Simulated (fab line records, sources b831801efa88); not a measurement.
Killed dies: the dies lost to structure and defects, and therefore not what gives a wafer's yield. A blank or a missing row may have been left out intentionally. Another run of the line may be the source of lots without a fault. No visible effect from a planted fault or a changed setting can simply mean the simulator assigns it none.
A sampling plan put to the test :: flow gf180mcu :: 20 faults told of in these records, all on one fab line, each judged by the records of the lots it struck
What counts as the plan is the set of the line's own looks, namely the steps on the route at which a gauge or an inspection reads a wafer and does not change it. A look is open to judgement when struck wafers have a number at it and the file gives its usual mean and standard deviation on fault-free wafers. Caught: at a look after the fault's first step, the mean of the struck wafers lies 4 or more of those standard deviations (sigma) from the usual mean. On the tool: here the same test is run on the tool's own readings at the fault's steps. A different recipe on the struck wafers counts as caught too, as does a record blank only for those wafers.

## THE FAULTS, as the simulator had put them in
1. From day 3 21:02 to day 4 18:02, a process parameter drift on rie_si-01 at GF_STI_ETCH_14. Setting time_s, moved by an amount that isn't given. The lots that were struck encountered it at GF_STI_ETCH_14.
2. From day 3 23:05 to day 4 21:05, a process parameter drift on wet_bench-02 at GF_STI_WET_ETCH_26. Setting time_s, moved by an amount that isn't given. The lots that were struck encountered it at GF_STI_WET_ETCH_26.
3. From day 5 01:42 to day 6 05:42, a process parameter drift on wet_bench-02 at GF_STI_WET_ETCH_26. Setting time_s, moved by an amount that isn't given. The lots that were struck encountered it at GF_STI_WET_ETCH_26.
4. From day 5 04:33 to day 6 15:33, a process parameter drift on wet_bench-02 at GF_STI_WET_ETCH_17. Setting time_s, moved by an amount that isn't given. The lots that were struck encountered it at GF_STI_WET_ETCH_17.
5. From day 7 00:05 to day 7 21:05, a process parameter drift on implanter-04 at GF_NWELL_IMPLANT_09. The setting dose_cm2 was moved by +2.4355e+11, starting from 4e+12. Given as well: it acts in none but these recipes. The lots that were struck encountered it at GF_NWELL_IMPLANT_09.
6. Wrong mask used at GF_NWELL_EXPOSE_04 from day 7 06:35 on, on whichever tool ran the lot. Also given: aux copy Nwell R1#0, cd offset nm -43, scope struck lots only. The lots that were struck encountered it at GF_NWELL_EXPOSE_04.
7. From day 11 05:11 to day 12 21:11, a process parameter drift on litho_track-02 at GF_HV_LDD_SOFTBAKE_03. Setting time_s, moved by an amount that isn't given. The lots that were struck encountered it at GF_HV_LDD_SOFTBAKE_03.
8. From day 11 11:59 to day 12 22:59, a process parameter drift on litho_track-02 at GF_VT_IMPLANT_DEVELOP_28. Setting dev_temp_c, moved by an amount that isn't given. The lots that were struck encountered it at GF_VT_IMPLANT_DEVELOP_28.
9. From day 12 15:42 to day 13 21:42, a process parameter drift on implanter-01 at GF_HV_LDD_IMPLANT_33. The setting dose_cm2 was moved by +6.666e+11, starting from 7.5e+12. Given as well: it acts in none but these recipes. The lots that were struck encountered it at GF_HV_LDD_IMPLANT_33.
10. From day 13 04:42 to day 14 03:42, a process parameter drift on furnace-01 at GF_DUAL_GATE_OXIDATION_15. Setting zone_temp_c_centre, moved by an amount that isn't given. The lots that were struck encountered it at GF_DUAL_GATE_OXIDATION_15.
11. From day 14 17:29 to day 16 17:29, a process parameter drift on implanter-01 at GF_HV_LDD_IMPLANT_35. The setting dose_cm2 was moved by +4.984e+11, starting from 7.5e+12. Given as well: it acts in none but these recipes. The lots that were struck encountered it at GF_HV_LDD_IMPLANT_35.
12. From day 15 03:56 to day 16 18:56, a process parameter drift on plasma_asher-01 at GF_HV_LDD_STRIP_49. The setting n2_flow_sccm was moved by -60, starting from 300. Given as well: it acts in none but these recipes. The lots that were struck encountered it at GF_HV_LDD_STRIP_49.
13. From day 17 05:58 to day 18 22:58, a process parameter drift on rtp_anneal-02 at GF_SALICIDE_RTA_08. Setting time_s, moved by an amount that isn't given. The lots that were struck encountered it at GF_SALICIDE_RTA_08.
14. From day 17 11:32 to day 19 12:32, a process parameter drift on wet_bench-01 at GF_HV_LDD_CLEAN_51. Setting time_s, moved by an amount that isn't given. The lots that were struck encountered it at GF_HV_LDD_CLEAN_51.
15. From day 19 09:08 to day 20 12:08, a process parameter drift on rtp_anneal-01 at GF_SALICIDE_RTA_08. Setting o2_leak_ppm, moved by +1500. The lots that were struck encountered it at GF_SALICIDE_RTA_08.
16. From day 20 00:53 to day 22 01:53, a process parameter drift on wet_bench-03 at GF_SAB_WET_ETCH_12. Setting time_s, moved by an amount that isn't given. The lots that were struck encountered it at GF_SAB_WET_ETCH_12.
17. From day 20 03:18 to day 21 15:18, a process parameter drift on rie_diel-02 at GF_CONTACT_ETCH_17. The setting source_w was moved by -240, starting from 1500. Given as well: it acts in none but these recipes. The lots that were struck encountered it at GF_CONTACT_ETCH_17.
18. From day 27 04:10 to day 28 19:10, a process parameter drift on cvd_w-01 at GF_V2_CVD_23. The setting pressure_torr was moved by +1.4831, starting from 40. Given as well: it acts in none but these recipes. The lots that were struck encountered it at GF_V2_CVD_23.
19. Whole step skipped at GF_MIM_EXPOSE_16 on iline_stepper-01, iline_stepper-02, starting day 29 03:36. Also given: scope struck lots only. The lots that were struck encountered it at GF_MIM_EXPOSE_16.
20. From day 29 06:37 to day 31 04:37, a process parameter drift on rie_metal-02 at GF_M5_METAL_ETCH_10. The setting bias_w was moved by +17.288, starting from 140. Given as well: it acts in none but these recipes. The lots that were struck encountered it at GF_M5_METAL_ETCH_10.

## WHAT THE PLAN SAW
fault: 1
on the tool itself: run_length_s +10 sigma
first look that catches it: none of the 2 looks that can be judged after it
reading, sigma: -
median hours from its first step to that look: -
hours from the fault's start to the first struck lot there: -
judged looks passed uncaught: 2

fault: 2
on the tool itself: run_length_s -38 sigma
first look that catches it: not the one look that can be judged after it
reading, sigma: -
median hours from its first step to that look: -
hours from the fault's start to the first struck lot there: -
judged looks passed uncaught: 1

fault: 3
on the tool itself: run_length_s -21 sigma
first look that catches it: not the one look that can be judged after it
reading, sigma: -
median hours from its first step to that look: -
hours from the fault's start to the first struck lot there: -
judged looks passed uncaught: 1

fault: 4
on the tool itself: run_length_s +99 or beyond sigma
first look that catches it: none of the 2 looks that can be judged after it
reading, sigma: -
median hours from its first step to that look: -
hours from the fault's start to the first struck lot there: -
judged looks passed uncaught: 2

fault: 5
on the tool itself: dose_ions_cm2 +56 sigma
first look that catches it: not the one look that can be judged after it
reading, sigma: -
median hours from its first step to that look: -
hours from the fault's start to the first struck lot there: -
judged looks passed uncaught: 1

fault: 6
on the tool itself: under 2 sigma
first look that catches it: none of the 2 looks that can be judged after it
reading, sigma: -
median hours from its first step to that look: -
hours from the fault's start to the first struck lot there: -
judged looks passed uncaught: 2

fault: 7
on the tool itself: run_length_s +34 sigma
first look that catches it: no look after it can be judged
reading, sigma: -
median hours from its first step to that look: -
hours from the fault's start to the first struck lot there: -
judged looks passed uncaught: 0

fault: 8
on the tool itself: developer_temp_C -25 sigma
first look that catches it: not the one look that can be judged after it
reading, sigma: -
median hours from its first step to that look: -
hours from the fault's start to the first struck lot there: -
judged looks passed uncaught: 1

fault: 9
on the tool itself: dose_ions_cm2 +83 sigma
first look that catches it: none of the 2 looks that can be judged after it
reading, sigma: -
median hours from its first step to that look: -
hours from the fault's start to the first struck lot there: -
judged looks passed uncaught: 2

fault: 10
on the tool itself: spike_tc_centre_C -25 sigma
first look that catches it: no look after it can be judged
reading, sigma: -
median hours from its first step to that look: -
hours from the fault's start to the first struck lot there: -
judged looks passed uncaught: 0

fault: 11
on the tool itself: dose_ions_cm2 +62 sigma
first look that catches it: no look after it can be judged
reading, sigma: -
median hours from its first step to that look: -
hours from the fault's start to the first struck lot there: -
judged looks passed uncaught: 0

fault: 12
on the tool itself: n2_flow_sccm -64 sigma
first look that catches it: none of the 2 looks that can be judged after it
reading, sigma: -
median hours from its first step to that look: -
hours from the fault's start to the first struck lot there: -
judged looks passed uncaught: 2

fault: 13
on the tool itself: run_length_s +99 or beyond sigma
first look that catches it: not the one look that can be judged after it
reading, sigma: -
median hours from its first step to that look: -
hours from the fault's start to the first struck lot there: -
judged looks passed uncaught: 1

fault: 14
on the tool itself: run_length_s -26 sigma
first look that catches it: no look after it can be judged
reading, sigma: -
median hours from its first step to that look: -
hours from the fault's start to the first struck lot there: -
judged looks passed uncaught: 0

fault: 15
on the tool itself: chamber_o2_ppm +99 or beyond sigma
first look that catches it: not the one look that can be judged after it
reading, sigma: -
median hours from its first step to that look: -
hours from the fault's start to the first struck lot there: -
judged looks passed uncaught: 1

fault: 16
on the tool itself: run_length_s +16 sigma
first look that catches it: none of the 2 looks that can be judged after it
reading, sigma: -
median hours from its first step to that look: -
hours from the fault's start to the first struck lot there: -
judged looks passed uncaught: 2

fault: 17
on the tool itself: rf_fwd_power_W -50 sigma
first look that catches it: none of the 2 looks that can be judged after it
reading, sigma: -
median hours from its first step to that look: -
hours from the fault's start to the first struck lot there: -
judged looks passed uncaught: 2

fault: 18
on the tool itself: chamber_pressure_Torr +19 sigma
first look that catches it: no look after it can be judged
reading, sigma: -
median hours from its first step to that look: -
hours from the fault's start to the first struck lot there: -
judged looks passed uncaught: 0

fault: 19
on the tool itself: no reading that can be judged
first look that catches it: no look after it can be judged
reading, sigma: -
median hours from its first step to that look: -
hours from the fault's start to the first struck lot there: -
judged looks passed uncaught: 0

fault: 20
on the tool itself: bias_w +38 sigma
first look that catches it: no look after it can be judged
reading, sigma: -
median hours from its first step to that look: -
hours from the fault's start to the first struck lot there: -
judged looks passed uncaught: 0
A dash: the fault isn't caught, or these records don't give the number.

Caught at a look: 0 of 20. Caught on the tool: 18 of 20. By one or the other: 18 of 20.
Faults caught by the tool alone: 1, 2, 3, 4, 5, 7, 8, 9, 10, 11, 12, 13, 14, 15, 16, 17, 18, 20.
Caught by neither: faults 6, 19.
